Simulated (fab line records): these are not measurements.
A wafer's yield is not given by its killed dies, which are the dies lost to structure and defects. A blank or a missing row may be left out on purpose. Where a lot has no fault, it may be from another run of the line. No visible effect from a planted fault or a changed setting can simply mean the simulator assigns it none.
fab line records	flow sky130
record lots=24	wafers=72	lastDay=50
route steps=708 shown SD_N@350 CONTACT@409 VIA1@474 METAL2@484 CAPM@550 VIA3@588
lots that met no fault: taken from a fault-free run of the same line
startH: hours from the record's opening day to when the first of the lot's shown wafers began	waitH: hours elapsed since this lot's preceding step	" as in the row above	L1.1+2: one row covering several wafers at once	- no value present, or no start provided	* or withheld: withheld	< > ~ a bound
route shown NAME@n: names a module that has steps shown in the file, with the first one's number in the route	usual: the fault-free wafers' mean and standard deviation	same: alike in all rows	chamber/n: place in a boat	sites: readings site by site	_std_site: the values' standard deviation	_edge_site: mean of outer sites minus mean of inner sites	radiusMm: for every site, how far away it sits from the centre of the wafer	mask NAME#n: copy n	behind: the tool/chamber that last shaped the wafer	hold: why the lot was held/for how many hours/how that ended	device: the transistor (n, p or np) that didn't switch	end of line: at the end of the route, the tests of the same wafers	where a step has no rows: the recipe by itself	killed: dies that structure and defects cost at the first sort, which is not the same as the wafer's yield	map: a wafer's dies, x killed, . not, _ none there
set.NAME: the run value of the setting; set.NAME@STEP: its run value at that earlier step	model.NAME: the simulator's own value behind a step, which no gauge read
one table for each step of the route and one row for each wafer, over a sample of lots
services: when a tool's chamber went out of use (startH, in hours from the record's first day, below 0 if earlier), for how many hours, and the reason
## steps
# step SKY_SD_N_OVL_MEAS_08
# usual SD_N_OVL=0.7/1.1
lot.wafer	tool	chamber	startH	waitH	SD_N_OVL[nm]
L074.1	overlay-01	-	627.55	0.1	-0.6
L074.4	"	-	"	"	1.1
L074.6	"	-	"	"	1.4
L075.2	overlay-02	-	650.46	0.1	1.8
L075.3	"	-	"	"	-0.9
L075.6	"	-	"	"	2.9
L076.1	overlay-02	-	651.85	0.1	1.6
L076.2	"	-	"	"	2.1
L076.5	"	-	"	"	2.3
L077.2	overlay-01	-	661.06	0.1	1.0
L077.3	"	-	"	"	0.6
L077.4	"	-	"	"	0.1
L078.2	overlay-02	-	696.30	0.1	1.0
L078.5	"	-	"	"	0.7
L078.6	"	-	"	"	-0.6
L079.1	overlay-02	-	703.56	0.1	1.9
L079.3	"	-	"	"	1.7
L079.6	"	-	"	"	0.7
L080.1	overlay-01	-	704.09	0.1	0.2
L080.2	"	-	"	"	0.0
L080.3	"	-	"	"	-0.4
L081.2	overlay-02	-	704.41	0.1	1.8
L081.4	"	-	"	"	1.3
L081.5	"	-	"	"	1.2
L082.1	overlay-01	-	709.84	0.1	-0.1
L082.2	"	-	"	"	0.3
L082.5	"	-	"	"	1.2
L083.3	overlay-01	-	719.02	0.1	0.9
L083.4	"	-	"	"	0.4
L083.6	"	-	"	"	-0.6
L085.1	overlay-01	-	729.82	0.1	-0.4
L085.3	"	-	"	"	-0.2
L085.4	"	-	"	"	0.6
L084.2	overlay-02	-	731.61	0.1	1.7
L084.3	"	-	"	"	3.3
L084.4	"	-	"	"	1.8
L086.1	overlay-02	-	737.19	0.1	1.8
L086.4	"	-	"	"	-0.1
L086.6	"	-	"	"	0.8
L087.2	overlay-02	-	747.31	0.1	-0.3
L087.5	"	-	"	"	0.8
L087.6	"	-	"	"	-2.5
L088.1	overlay-01	-	753.10	0.1	0.0
L088.3	"	-	"	"	-1.1
L088.5	"	-	"	"	0.2
L090.1	overlay-01	-	785.65	0.1	0.6
L090.4	"	-	"	"	0.1
L090.6	"	-	"	"	1.6
L091.1	overlay-02	-	789.75	0.1	3.3
L091.2	"	-	"	"	3.6
L091.4	"	-	"	"	3.0
L089.2	overlay-02	-	792.15	0.1	0.1
L089.4	"	-	"	"	-0.5
L089.5	"	-	"	"	-1.6
L092.1	overlay-02	-	792.65	0.1	2.0
L092.3	"	-	"	"	0.6
L092.5	"	-	"	"	1.1
L093.3	overlay-02	-	796.42	0.1	0.2
L093.4	"	-	"	"	0.7
L093.6	"	-	"	"	0.7
L094.1	overlay-02	-	816.75	0.1	1.9
L094.5	"	-	"	"	2.2
L094.6	"	-	"	"	2.3
L095.1	overlay-01	-	825.51	0.1	1.8
L095.2	"	-	"	"	1.4
L095.4	"	-	"	"	2.2
L097.2	overlay-01	-	826.49	0.1	0.4
L097.3	"	-	"	"	0.3
L097.6	"	-	"	"	-0.6
L096.1	overlay-01	-	831.96	0.1	0.5
L096.2	"	-	"	"	0.1
L096.3	"	-	"	"	-0.4
# step SKY_CONTACT_THK_MEAS_03
# recipe reads=SiO2_of_CONTACT_HDPCVD_02
# usual CONTACT_HDPCVD_THK=565/5.2
lot.wafer	tool	chamber	startH	waitH	CONTACT_HDPCVD_THK[nm]
L074.1	filmMetro-01	-	689.56	0.0	571
L074.4	"	-	"	"	560
L074.6	"	-	"	"	564
L075.2	filmMetro-04	-	710.23	0.0	557
L075.3	"	-	"	"	561
L075.6	"	-	"	"	559
L076.1	filmMetro-04	-	713.50	0.0	558
L076.2	"	-	"	"	559
L076.5	"	-	"	"	557
L077.2	filmMetro-04	-	721.81	0.0	566
L077.3	"	-	"	"	567
L077.4	"	-	"	"	565
L078.2	filmMetro-01	-	755.58	0.0	568
L078.5	"	-	"	"	564
L078.6	"	-	"	"	561
L079.1	filmMetro-04	-	761.99	0.0	564
L079.3	"	-	"	"	564
L079.6	"	-	"	"	570
L080.1	filmMetro-04	-	763.32	0.0	565
L080.2	"	-	"	"	562
L080.3	"	-	"	"	568
L081.2	filmMetro-04	-	764.33	0.0	573
L081.4	"	-	"	"	575
L081.5	"	-	"	"	571
L082.1	filmMetro-03	-	768.84	0.0	562
L082.2	"	-	"	"	557
L082.5	"	-	"	"	568
L083.3	filmMetro-03	-	777.83	0.1	570
L083.4	"	-	"	"	567
L083.6	"	-	"	"	573
L085.1	filmMetro-03	-	787.34	0.0	569
L085.3	"	-	"	"	566
L085.4	"	-	"	"	561
L084.2	filmMetro-01	-	790.42	0.0	564
L084.3	"	-	"	"	571
L084.4	"	-	"	"	564
L086.1	filmMetro-03	-	795.08	0.0	568
L086.4	"	-	"	"	562
L086.6	"	-	"	"	568
L087.2	filmMetro-03	-	805.10	0.0	559
L087.5	"	-	"	"	556
L087.6	"	-	"	"	566
L088.1	filmMetro-01	-	810.43	0.0	566
L088.3	"	-	"	"	565
L088.5	"	-	"	"	563
L090.1	filmMetro-03	-	842.78	0.0	566
L090.4	"	-	"	"	565
L090.6	"	-	"	"	569
L091.1	filmMetro-04	-	846.14	0.1	561
L091.2	"	-	"	"	560
L091.4	"	-	"	"	570
L089.2	filmMetro-03	-	849.22	0.1	563
L089.4	"	-	"	"	562
L089.5	"	-	"	"	566
L092.1	filmMetro-04	-	849.28	0.0	566
L092.3	"	-	"	"	565
L092.5	"	-	"	"	575
L093.3	filmMetro-04	-	852.77	0.1	563
L093.4	"	-	"	"	576
L093.6	"	-	"	"	565
L094.1	filmMetro-03	-	871.38	0.0	572
L094.5	"	-	"	"	574
L094.6	"	-	"	"	571
L095.1	filmMetro-01	-	882.75	0.0	563
L095.2	"	-	"	"	563
L095.4	"	-	"	"	564
L097.2	filmMetro-01	-	882.84	0.0	550
L097.3	"	-	"	"	566
L097.6	"	-	"	"	554
L096.1	filmMetro-03	-	887.20	0.0	564
L096.2	"	-	"	"	559
L096.3	"	-	"	"	567
# step SKY_VIA1_STRIP_16
# recipe chemistry=O2/N2	powerW=1400	pressureMtorr=1500	platenTempC=withheld	o2FlowSccm=3000	n2FlowSccm=300	overashFraction=0.5
# usual drypumpMotorCurrentA=5.4/0.48	oesProductAu=0.415/0.0043	stripTimeToEndpointS=4.456/0.022
lot.wafer	tool	chamber	startH	waitH	drypumpMotorCurrentA	oesProductAu	rfHoursCounterH	stripTimeToEndpointS
L074.1	plasmaAsher-02	0	774.46	0.0	5.0	0.413	66	4.471
L074.4	"	1	"	"	5.6	0.412	-	4.458
L074.6	"	1	"	"	5.6	0.422	-	4.481
L075.2	plasmaAsher-01	0	795.27	0.0	4.8	0.412	37	4.461
L075.3	"	0	"	"	4.8	0.423	-	4.463
L075.6	"	0	"	"	4.8	0.413	-	4.466
L076.1	plasmaAsher-02	1	797.17	0.0	5.6	0.406	68	4.436
L076.2	"	0	"	"	4.9	0.412	68	4.446
L076.5	"	0	"	"	4.9	0.417	-	4.465
L077.2	plasmaAsher-01	1	806.86	0.0	5.3	0.411	38	4.460
L077.3	"	0	"	"	4.8	0.414	-	4.469
L077.4	"	1	"	"	5.3	0.410	-	4.473
L078.2	plasmaAsher-04	1	838.12	0.0	6.0	0.419	9	4.443
L078.5	"	1	"	"	6.0	0.418	-	4.475
L078.6	"	0	"	"	6.1	0.417	-	4.461
L079.1	plasmaAsher-01	0	844.52	0.0	4.9	0.421	42	4.443
L079.3	"	1	"	"	5.3	0.412	-	4.456
L079.6	"	0	"	"	4.8	0.417	-	4.427
L080.1	plasmaAsher-04	1	846.46	0.0	6.0	0.421	10	4.461
L080.2	"	0	"	"	6.1	0.416	10	4.460
L080.3	"	1	"	"	6.0	0.415	-	4.487
L081.2	plasmaAsher-02	1	847.57	0.0	5.6	0.413	73	4.453
L081.4	"	1	"	"	5.6	0.420	-	4.460
L081.5	"	0	"	"	4.9	0.413	-	4.467
L082.1	plasmaAsher-01	1	851.66	0.0	5.3	0.414	42	4.461
L082.2	"	0	"	"	4.8	0.416	42	4.426
L082.5	"	1	"	"	5.3	0.411	-	4.451
L083.3	plasmaAsher-04	1	859.41	0.1	6.0	0.416	-	4.471
L083.4	"	0	"	"	6.1	0.410	-	4.434
L083.6	"	1	"	"	6.0	0.410	-	4.454
L085.1	plasmaAsher-02	1	869.11	0.0	5.6	0.421	75	4.443
L085.3	"	0	"	"	5.0	0.412	-	4.432
L085.4	"	1	"	"	5.6	0.414	-	4.460
L084.2	plasmaAsher-02	0	872.28	0.0	4.9	0.411	76	4.473
L084.3	"	1	"	"	5.6	0.418	-	4.456
L084.4	"	0	"	"	5.0	0.417	-	4.440
L086.1	plasmaAsher-04	0	876.42	0.0	6.1	0.412	14	4.467
L086.4	"	0	"	"	6.1	0.409	-	4.399
L086.6	"	0	"	"	6.1	0.413	-	4.449
L087.2	plasmaAsher-02	0	885.43	0.0	5.0	0.413	77	4.516
L087.5	"	0	"	"	5.0	0.412	-	4.489
L087.6	"	1	"	"	5.6	0.418	-	4.473
L088.1	plasmaAsher-02	0	892.27	0.0	4.9	0.414	78	4.439
L088.3	"	0	"	"	4.9	0.419	-	4.415
L088.5	"	1	"	"	5.6	0.411	-	4.423
L090.1	plasmaAsher-01	1	921.38	0.0	5.3	0.411	48	4.497
L090.4	"	0	"	"	4.8	0.419	-	4.486
L090.6	"	1	"	"	5.3	0.420	-	4.477
L091.1	plasmaAsher-02	0	925.91	0.0	4.9	0.408	81	4.443
L091.2	"	1	"	"	5.6	0.416	81	4.450
L091.4	"	0	"	"	4.9	0.413	-	4.444
L089.2	plasmaAsher-02	1	928.43	0.0	5.6	0.415	82	4.454
L089.4	"	1	"	"	5.6	0.419	-	4.457
L089.5	"	1	"	"	5.6	0.407	-	4.439
L092.1	plasmaAsher-01	1	929.82	0.0	5.3	0.416	49	4.446
L092.3	"	0	"	"	4.8	0.416	-	4.434
L092.5	"	0	"	"	4.8	0.416	-	4.437
L093.3	plasmaAsher-01	0	932.34	0.1	4.8	0.411	-	4.468
L093.4	"	1	"	"	5.3	0.414	-	4.452
L093.6	"	0	"	"	4.8	0.415	-	4.416
L094.1	plasmaAsher-01	0	950.51	0.0	4.8	0.415	51	4.438
L094.5	"	0	"	"	4.8	0.419	-	4.425
L094.6	"	1	"	"	5.3	0.416	-	4.414
L095.1	plasmaAsher-04	1	959.47	0.0	6.0	0.413	21	4.455
L095.2	"	0	"	"	6.1	0.421	21	4.444
L095.4	"	0	"	"	6.1	0.422	-	4.419
L097.2	plasmaAsher-04	0	960.33	0.0	6.1	0.409	21	4.437
L097.3	"	1	"	"	6.0	0.413	-	4.459
L097.6	"	1	"	"	6.0	0.417	-	4.442
L096.1	plasmaAsher-04	0	964.57	0.0	6.1	0.410	21	4.487
L096.2	"	1	"	"	6.0	0.413	21	4.438
L096.3	"	0	"	"	6.1	0.415	-	4.494
# step SKY_METAL2_SPUTTER_01
# recipe material=TiN	targetThkNm=20	powerW=6500	timeS=16.7	chamberPressurePa=0.4
# usual throttleValvePct=29.9/1
lot.wafer	tool	chamber	startH	waitH	throttleValvePct
L074.1	pvdSputter-03	-	775.71	0.0	28.3
L074.4	"	-	"	"	29.0
L074.6	"	-	"	"	28.2
L075.2	pvdSputter-04	-	796.52	0.0	29.1
L075.3	"	-	"	"	29.4
L075.6	"	-	"	"	30.7
L076.1	pvdSputter-03	-	798.42	0.0	30.1
L076.2	"	-	"	"	29.0
L076.5	"	-	"	"	28.8
L077.2	pvdSputter-04	-	808.20	0.0	29.4
L077.3	"	-	"	"	29.4
L077.4	"	-	"	"	30.7
L078.2	pvdSputter-02	-	839.38	0.0	32.0
L078.5	"	-	"	"	29.9
L078.6	"	-	"	"	32.3
L079.1	pvdSputter-03	-	845.78	0.0	30.2
L079.3	"	-	"	"	28.2
L079.6	"	-	"	"	28.4
L080.1	pvdSputter-03	-	847.74	0.0	28.3
L080.2	"	-	"	"	30.4
L080.3	"	-	"	"	30.2
L081.2	pvdSputter-02	-	848.86	0.0	30.1
L081.4	"	-	"	"	29.9
L081.5	"	-	"	"	32.3
L082.1	pvdSputter-02	-	852.91	0.0	30.2
L082.2	"	-	"	"	32.3
L082.5	"	-	"	"	32.1
L083.3	pvdSputter-04	-	860.66	0.0	30.7
L083.4	"	-	"	"	29.4
L083.6	"	-	"	"	29.1
L085.1	pvdSputter-03	-	870.46	0.0	28.8
L085.3	"	-	"	"	28.3
L085.4	"	-	"	"	30.3
L084.2	pvdSputter-02	-	874.62	0.0	30.0
L084.3	"	-	"	"	29.9
L084.4	"	-	"	"	32.4
L086.1	pvdSputter-04	-	877.71	0.0	29.1
L086.4	"	-	"	"	30.6
L086.6	"	-	"	"	30.5
L087.2	pvdSputter-03	-	886.71	0.0	28.8
L087.5	"	-	"	"	28.8
L087.6	"	-	"	"	29.9
L088.1	pvdSputter-04	-	893.52	0.0	29.2
L088.3	"	-	"	"	29.4
L088.5	"	-	"	"	29.7
L090.1	pvdSputter-02	-	922.63	0.0	29.8
L090.4	"	-	"	"	30.2
L090.6	"	-	"	"	29.8
L091.1	pvdSputter-04	-	927.15	0.0	29.2
L091.2	"	-	"	"	30.8
L091.4	"	-	"	"	29.6
L089.2	pvdSputter-03	-	931.69	0.0	30.0
L089.4	"	-	"	"	30.4
L089.5	"	-	"	"	30.1
L092.1	pvdSputter-04	-	931.90	0.0	28.8
L092.3	"	-	"	"	29.6
L092.5	"	-	"	"	29.3
L093.3	pvdSputter-03	-	933.55	0.0	28.7
L093.4	"	-	"	"	28.0
L093.6	"	-	"	"	30.1
L094.1	pvdSputter-02	-	951.94	0.0	31.9
L094.5	"	-	"	"	29.9
L094.6	"	-	"	"	30.3
L095.1	pvdSputter-02	-	960.72	0.0	30.0
L095.2	"	-	"	"	29.9
L095.4	"	-	"	"	31.9
L097.2	pvdSputter-04	-	961.66	0.0	30.8
L097.3	"	-	"	"	29.2
L097.6	"	-	"	"	29.3
L096.1	pvdSputter-02	-	966.30	0.0	30.3
L096.2	"	-	"	"	30.3
L096.3	"	-	"	"	32.2
# step SKY_CAPM_METAL_ETCH_13
# recipe targetDepthNm=220	stopOn=SiO2	chemistry=Cl2/BCl3	target=TiN	pressureMtorr=10	icpW=900	biasW=48.5	Cl2_flow_sccm=60	bcl3FlowSccm=30	timeS=62.9
# usual drypumpMotorCurrentA=5.44/0.23	oesProductAu=0.942/0.0071	throttleValvePct=21.900/0.0091
lot.wafer	tool	chamber	startH	waitH	drypumpMotorCurrentA	oesProductAu	rfHoursCounterH	throttleValvePct
L074.1	rieMetal-01	1	857.02	0.0	5.74	0.943	9	21.901
L074.4	"	0	"	"	5.19	0.943	-	21.901
L074.6	"	0	"	"	5.19	0.936	-	21.899
L075.2	rieMetal-01	0	877.37	0.0	5.17	0.947	5	21.887
L075.3	"	1	"	"	5.80	0.954	-	21.909
L075.6	"	1	"	"	5.77	0.946	-	21.912
L076.1	rieMetal-01	1	881.12	0.0	5.74	0.948	10	21.904
L076.2	"	0	"	"	5.18	0.950	5	21.902
L076.5	"	1	"	"	5.76	0.944	-	21.913
L077.2	rieMetal-03	0	888.32	0.0	5.55	0.950	17	21.903
L077.3	"	1	"	"	5.28	0.947	-	21.904
L077.4	"	0	"	"	5.55	0.951	-	21.893
L078.2	rieMetal-01	1	918.91	0.0	5.76	0.935	12	21.899
L078.5	"	1	"	"	5.79	0.952	-	21.896
L078.6	"	0	"	"	5.18	0.954	-	21.902
L079.1	rieMetal-03	1	925.77	0.0	5.30	0.937	12	21.909
L079.3	"	0	"	"	5.57	0.938	-	21.901
L079.6	"	1	"	"	5.30	0.923	-	21.900
L080.1	rieMetal-01	0	927.81	0.0	5.18	0.933	7	21.880
L080.2	"	1	"	"	5.76	0.942	12	21.891
L080.3	"	1	"	"	5.69	0.947	-	21.899
L081.2	rieMetal-01	0	930.51	0.0	5.18	0.943	8	21.900
L081.4	"	0	"	"	5.17	0.940	-	21.916
L081.5	"	1	"	"	5.75	0.930	-	21.885
L082.1	rieMetal-04	0	931.47	0.0	5.65	0.942	1	21.916
L082.2	"	1	"	"	5.25	0.929	14	21.894
L082.5	"	0	"	"	5.66	0.948	-	21.902
L083.3	rieMetal-04	1	940.79	0.0	5.24	0.946	-	21.911
L083.4	"	0	"	"	5.64	0.936	-	21.896
L083.6	"	0	"	"	5.66	0.946	-	21.903
L085.1	rieMetal-04	1	947.11	0.0	5.25	0.931	15	21.912
L085.3	"	0	"	"	5.67	0.939	-	21.909
L085.4	"	1	"	"	5.24	0.948	-	21.890
L084.2	rieMetal-03	1	952.99	0.0	5.30	0.933	-	21.889
L084.3	"	1	"	"	5.30	0.941	-	21.901
L084.4	"	1	"	"	5.30	0.937	-	21.914
L086.1	rieMetal-03	1	957.01	0.0	5.31	0.935	15	21.904
L086.4	"	1	"	"	5.29	0.930	-	21.910
L086.6	"	1	"	"	5.31	0.936	-	21.894
L087.2	rieMetal-03	1	962.67	0.0	5.28	0.933	16	21.901
L087.5	"	1	"	"	5.26	0.940	-	21.898
L087.6	"	0	"	"	5.54	0.933	-	21.902
L088.1	rieMetal-01	0	971.07	0.0	5.18	0.946	9	21.904
L088.3	"	1	"	"	5.76	0.950	-	21.899
L088.5	"	0	"	"	5.18	0.948	-	21.892
L090.1	rieMetal-03	0	997.81	0.0	5.55	0.952	2	21.879
L090.4	"	1	"	"	5.31	0.951	-	21.903
L090.6	"	1	"	"	5.31	0.935	-	21.892
L091.1	rieMetal-01	0	1002.36	0.0	5.17	0.944	11	21.894
L091.2	"	1	"	"	5.75	0.936	16	21.893
L091.4	"	0	"	"	5.18	0.938	-	21.916
L089.2	rieMetal-04	1	1007.57	0.0	5.24	0.944	18	21.886
L089.4	"	1	"	"	5.22	0.948	-	21.896
L089.5	"	1	"	"	5.22	0.957	-	21.902
L092.1	rieMetal-03	0	1007.67	0.0	5.56	0.942	2	21.899
L092.3	"	0	"	"	5.57	0.945	-	21.894
L092.5	"	1	"	"	5.31	0.940	-	21.905
L093.3	rieMetal-01	0	1008.29	0.0	5.19	0.940	-	21.894
L093.4	"	1	"	"	5.71	0.939	-	21.901
L093.6	"	1	"	"	5.74	0.931	-	21.908
L094.1	rieMetal-01	1	1027.32	0.0	5.75	0.933	17	21.884
L094.5	"	1	"	"	5.75	0.939	-	21.885
L094.6	"	0	"	"	5.17	0.945	-	21.902
L095.1	rieMetal-01	0	1034.51	0.0	5.18	0.960	13	21.893
L095.2	"	1	"	"	5.75	0.946	18	21.888
L095.4	"	1	"	"	5.80	0.950	-	21.905
L097.2	rieMetal-03	1	1034.81	0.0	5.30	0.935	19	21.911
L097.3	"	1	"	"	5.30	0.944	-	21.898
L097.6	"	0	"	"	5.56	0.929	-	21.902
L096.1	rieMetal-01	0	1039.32	0.0	5.18	0.951	13	21.892
L096.2	"	1	"	"	5.73	0.950	18	21.896
L096.3	"	0	"	"	5.19	0.943	-	21.903
# step SKY_VIA3_ETCH_15
# recipe target=SiO2	chemistry=C4F8/O2/Ar	targetDepthNm=507	stopOn=TiN	maskMaterial=KrF-thick	sourceW=1500	biasW=1200	pressureMtorr=40	c4f8FlowSccm=withheld	O2_flow_sccm=6	Ar_flow_sccm=300	timeS=78
# usual oesProductAu=0.946/0.0043
lot.wafer	tool	chamber	startH	waitH	oesProductAu	rfHoursCounterH
L074.1	rieDiel-01	0	910.36	0.0	0.942	22
L074.4	"	1	"	"	0.951	10
L074.6	"	1	"	"	0.954	-
L075.2	rieDiel-01	3	929.83	0.0	0.950	3
L075.3	"	2	"	"	0.946	25
L075.6	"	2	"	"	0.954	-
L076.1	rieDiel-04	2	932.83	0.0	0.943	13
L076.2	"	1	"	"	0.950	26
L076.5	"	0	"	"	0.953	-
L077.2	rieDiel-03	0	940.33	0.0	0.945	6
L077.3	"	3	"	"	0.950	12
L077.4	"	1	"	"	0.945	16
L078.2	rieDiel-01	0	969.53	0.0	0.946	24
L078.5	"	3	"	"	0.946	-
L078.6	"	0	"	"	0.938	-
L079.1	rieDiel-04	3	977.78	0.0	0.949	13
L079.3	"	0	"	"	0.949	6
L079.6	"	1	"	"	0.934	-
L080.1	rieDiel-01	2	978.66	0.0	0.947	26
L080.2	"	1	"	"	0.943	12
L080.3	"	0	"	"	0.942	24
L081.2	rieDiel-04	3	982.23	0.0	0.944	13
L081.4	"	1	"	"	0.943	27
L081.5	"	1	"	"	0.949	-
L082.1	rieDiel-01	1	982.81	0.0	0.944	12
L082.2	"	3	"	"	0.951	4
L082.5	"	3	"	"	0.947	-
L083.3	rieDiel-04	0	991.31	0.0	0.946	6
L083.4	"	3	"	"	0.955	14
L083.6	"	3	"	"	0.942	-
L085.1	rieDiel-03	1	996.68	0.0	0.945	18
L085.3	"	0	"	"	0.952	8
L085.4	"	0	"	"	0.945	-
L084.2	rieDiel-04	3	1003.01	0.0	0.947	14
L084.3	"	2	"	"	0.947	15
L084.4	"	0	"	"	0.950	6
L086.1	rieDiel-03	2	1007.01	0.0	0.951	16
L086.4	"	2	"	"	0.943	-
L086.6	"	1	"	"	0.943	-
L087.2	rieDiel-04	1	1012.93	0.0	0.944	28
L087.5	"	2	"	"	0.950	-
L087.6	"	3	"	"	0.944	-
L088.1	rieDiel-03	3	1024.03	0.0	0.948	15
L088.3	"	3	"	"	0.946	-
L088.5	"	3	"	"	0.949	-
L090.1	rieDiel-03	0	1043.86	0.0	0.946	10
L090.4	"	3	"	"	0.943	16
L090.6	"	3	"	"	0.955	-
L091.1	rieDiel-03	0	1049.49	0.0	0.943	10
L091.2	"	2	"	"	0.943	18
L091.4	"	1	"	"	0.945	19
L089.2	rieDiel-01	2	1054.93	0.0	0.949	29
L089.4	"	0	"	"	0.942	26
L089.5	"	1	"	"	0.946	-
L092.1	rieDiel-01	2	1055.58	0.0	0.940	29
L092.3	"	1	"	"	0.947	15
L092.5	"	1	"	"	0.947	-
L093.3	rieDiel-03	2	1056.58	0.0	0.947	18
L093.4	"	0	"	"	0.948	10
L093.6	"	1	"	"	0.955	-
L094.1	rieDiel-04	0	1073.29	0.0	0.942	8
L094.5	"	0	"	"	0.944	-
L094.6	"	1	"	"	0.944	-
L097.2	rieDiel-03	3	1079.06	0.0	0.944	17
L097.3	"	1	"	"	0.943	20
L097.6	"	1	"	"	0.952	-
L095.1	rieDiel-04	2	1080.03	0.0	0.947	17
L095.2	"	1	"	"	0.935	30
L095.4	"	3	"	"	0.939	17
L096.1	rieDiel-03	2	1084.63	0.0	0.953	19
L096.2	"	0	"	"	0.941	11
L096.3	"	1	"	"	0.951	21
## services
tool	chamber	startH	hours	kind
plasmaAsher-02	-	751.82	0.6	repair
rieDiel-04	3	754.95	7.3	repair
rieDiel-04	1	767.04	1.6	repair
rieDiel-04	1	820.03	11.9	repair
pvdSputter-02	-	828.11	2.0	repair
rieDiel-04	2	852.42	4.8	repair
plasmaAsher-01	-	856.11	14.6	pm
plasmaAsher-02	-	869.48	2.8	pm
rieDiel-04	2	877.19	3.9	repair
pvdSputter-02	-	880.78	6.8	repair
plasmaAsher-01	-	884.01	5.9	repair
rieDiel-04	-	884.61	0.7	repair
rieMetal-03	-	911.09	14.6	pm
rieDiel-04	2	942.12	2.1	repair
plasmaAsher-02	-	975.85	6.1	repair
rieMetal-01	-	976.24	2.8	pm
pvdSputter-03	-	991.75	2.1	repair
rieDiel-03	2	996.17	9.0	repair
rieDiel-03	3	1006.65	16.6	repair
rieDiel-04	0	1007.33	7.2	repair
rieDiel-03	0	1022.02	4.3	repair
rieDiel-03	1	1023.64	2.3	repair
rieDiel-04	-	1031.97	2.2	repair
rieDiel-04	0	1051.29	3.5	repair
## key
fault none
